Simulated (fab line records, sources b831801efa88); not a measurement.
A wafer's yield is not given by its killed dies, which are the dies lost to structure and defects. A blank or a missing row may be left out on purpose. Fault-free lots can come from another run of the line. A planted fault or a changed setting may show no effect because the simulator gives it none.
Comparing a struck lot with a sound one    flow sfq-line    28 steps out of a route of 325
Sound: these wafers, L337.1, L337.2, L337.6. Struck: wafer L351.5. (L351.2, L351.3 of the same lot were not struck and are left out.) The cause comes at the end.
Order at every step that has rows: each side's tool, ch and its chambers, its first start. Under that, the readings that differ: sound wafers    struck wafers    difference of the means    sigmas: that difference in standard deviations of wafers without a fault.
alike: words and numbers the same on both sides, and readings whose means are apart by under 2 such deviations; not compared: readings that were withheld, readings missing a value for some wafer, numbers with overlapping values and no deviation given by the record, and bounds like >300 which may hide the same value.
Wherever a step has rows on one side only, a row that says differs or no value, or a row with sigmas, the two part there. When numbers do not overlap yet have no deviation, they are printed without sigmas and do not part them. Lack of a reading on every wafer of one side parts them only where that side has two or more wafers.

first, 6 steps without rows for these wafers: SFQ_TRILAYER_M0_LITHO_COAT_026 (resist thk 62 nm); SFQ_TRILAYER_M0_LITHO_COAT_021 (resist thk 600 nm); SFQ_TRILAYER_M0_LITHO_SOFTBAKE_025; SFQ_TRILAYER_M0_LITHO_EXPOSE_022 (exposes mask M0, target cd 500 nm); SFQ_TRILAYER_M0_LITHO_PEB_024 (peb time 60 s); SFQ_TRILAYER_M0_LITHO_DEVELOP_023 (time 60 s).
SFQ_M0_OVL_MEAS_906:
  sound: overlay-02 at day 6 08:53; struck: overlay-02 at day 10 01:06
  alike: M0_OVL
SFQ_TRILAYER_M0_BARC_OPEN_METAL_ETCH_031: etches BARC in O2, target depth 125 nm, time 41.7 s.
  sound on rie-metal-03 ch 0,1, day 6 08:56; struck on rie-metal-03 ch 0, day 10 01:08
  alike: drypump-motor-current-A, oes-product-au
  not compared: rf-hours-counter-h
SFQ_TRILAYER_M0_ETCH_METAL_ETCH_024: etches Nb in Cl2/Ar, stops on SiO2, target depth 240 nm, time 120 s.
  sound on rie-metal-03 ch 0,1, day 6 08:59; struck on rie-metal-03 ch 0, day 10 01:11
  alike: drypump-motor-current-A, oes-product-au
  not compared: rf-hours-counter-h
SFQ_TRILAYER_M0_STRIP_STRIP_025: strips in O2.
  sound on rie-metal-03 ch 0,1, day 6 09:07; struck on rie-metal-03 ch 0, day 10 01:19
  alike: drypump-motor-current-A, oes-product-au
  not compared: rf-hours-counter-h
then, 2 steps without rows for these wafers: SFQ_TRILAYER_M0_STRIP_SOLV_CLEAN_026 (cleans in NMP, time 600 s); SFQ_TRILAYER_I0_DEP_PECVD_027 (deposits SiO2 from SiH4/N2O, time 111.11 s, target thk 500 nm).
SFQ_TRILAYER_I0_CMP_CMP_028: polishes SiO2.
  sound on cmp-02 ch 1,3, day 6 19:57; struck on cmp-01 ch 3, day 10 09:06
reading                                              sound              struck  difference  sigmas
model.SiO2_of_TRILAYER_I0_DEP_PECVD_027.thk-nm (nm)  198.4 199.7 199.7  183.1   -16.2       
  alike: motor-current-A, retaining-ring-pressure-frac, slurry-flow-ml-min, time-to-endpoint-s
SFQ_I0_BOW_MEAS_907:
  sound: film-metro-02 at day 6 22:27; struck: film-metro-02 at day 10 09:37
  alike: I0_BOW
SFQ_TRILAYER_I0_METRO_MEASURE_029:
  sound: film-metro-02 at day 6 22:34; struck: film-metro-02 at day 10 09:55
reading      sound              struck  difference  sigmas
thk-nm (nm)  198.3 199.5 199.6  183.3   -15.8       -16
then, 6 steps without rows for these wafers: SFQ_TRILAYER_I0_VIA_LITHO_COAT_036 (resist thk 62 nm); SFQ_TRILAYER_I0_VIA_LITHO_COAT_031 (resist thk 650 nm); SFQ_TRILAYER_I0_VIA_LITHO_SOFTBAKE_035; SFQ_TRILAYER_I0_VIA_LITHO_EXPOSE_032 (exposes mask I0, target cd 500 nm); SFQ_TRILAYER_I0_VIA_LITHO_PEB_034 (peb time 60 s); SFQ_TRILAYER_I0_VIA_LITHO_DEVELOP_033 (time 60 s).
-- the record jumps here: 5 days lie between the struck wafers' starts before and after --
SFQ_I0_OVL_MEAS_908:
  sound: overlay-01 at day 10 17:55; struck: overlay-01 at day 15 07:43
  alike: I0_OVL
SFQ_TRILAYER_I0_VIA_BARC_OPEN_VIA_ETCH_046: etches BARC in O2, target depth 125 nm, time 41.7 s.
  sound on rie-diel-01 ch 0,1,2, day 10 17:57; struck on rie-diel-02 ch 1, day 15 07:44
  alike: drypump-motor-current-A, oes-product-au
  not compared: rf-hours-counter-h
SFQ_TRILAYER_I0_VIA_ETCH_VIA_ETCH_034: etches SiO2 in CHF3, stops on Nb, target depth 260 nm.
  sound on rie-diel-01 ch 0,1,2, day 10 17:59; struck on rie-diel-02 ch 1, day 15 07:47
reading                         sound              struck  difference  sigmas
oes-product-au (a.u.)           0.850 0.858 0.855  0.812   -0.042      -9
model.I0.feature-depth-nm (nm)  198.4 199.7 199.7  183.1   -16.2       
model.etch.depth-nm (nm)        198.4 199.7 199.7  183.1   -16.2       
  alike: drypump-motor-current-A
then, 2 steps without rows for these wafers: SFQ_TRILAYER_I0_VIA_STRIP_STRIP_035 (strips in O2); SFQ_TRILAYER_I0_VIA_STRIP_SOLV_CLEAN_036 (cleans in NMP, time 600 s).
SFQ_TRILAYER_M1_DEP_PRE_CLEAN_038: time 22.5 s.
  sound: pvd-sputter-03 at day 10 18:53; struck: pvd-sputter-03 at day 15 08:41
reading                                              sound              struck  difference  sigmas
model.SiO2_of_TRILAYER_I0_DEP_PECVD_027.thk-nm (nm)  190.9 192.2 192.2  175.6   -16.2       
  alike: bias-v
SFQ_TRILAYER_M1_DEP_SPUTTER_037: material Nb, target thk 200 nm, time 133.3 s.
  sound: pvd-sputter-03 at day 10 18:55; struck: pvd-sputter-03 at day 15 08:43
  alike: throttle-valve-pct

WHERE THEY PART
First at SFQ_TRILAYER_I0_METRO_MEASURE_029; last, within this record, at SFQ_TRILAYER_I0_VIA_ETCH_VIA_ETCH_034. Later steps at which nothing parts them and some readings are alike: SFQ_TRILAYER_M1_DEP_PRE_CLEAN_038, SFQ_TRILAYER_M1_DEP_SPUTTER_037.

WHY: what the simulator had put in
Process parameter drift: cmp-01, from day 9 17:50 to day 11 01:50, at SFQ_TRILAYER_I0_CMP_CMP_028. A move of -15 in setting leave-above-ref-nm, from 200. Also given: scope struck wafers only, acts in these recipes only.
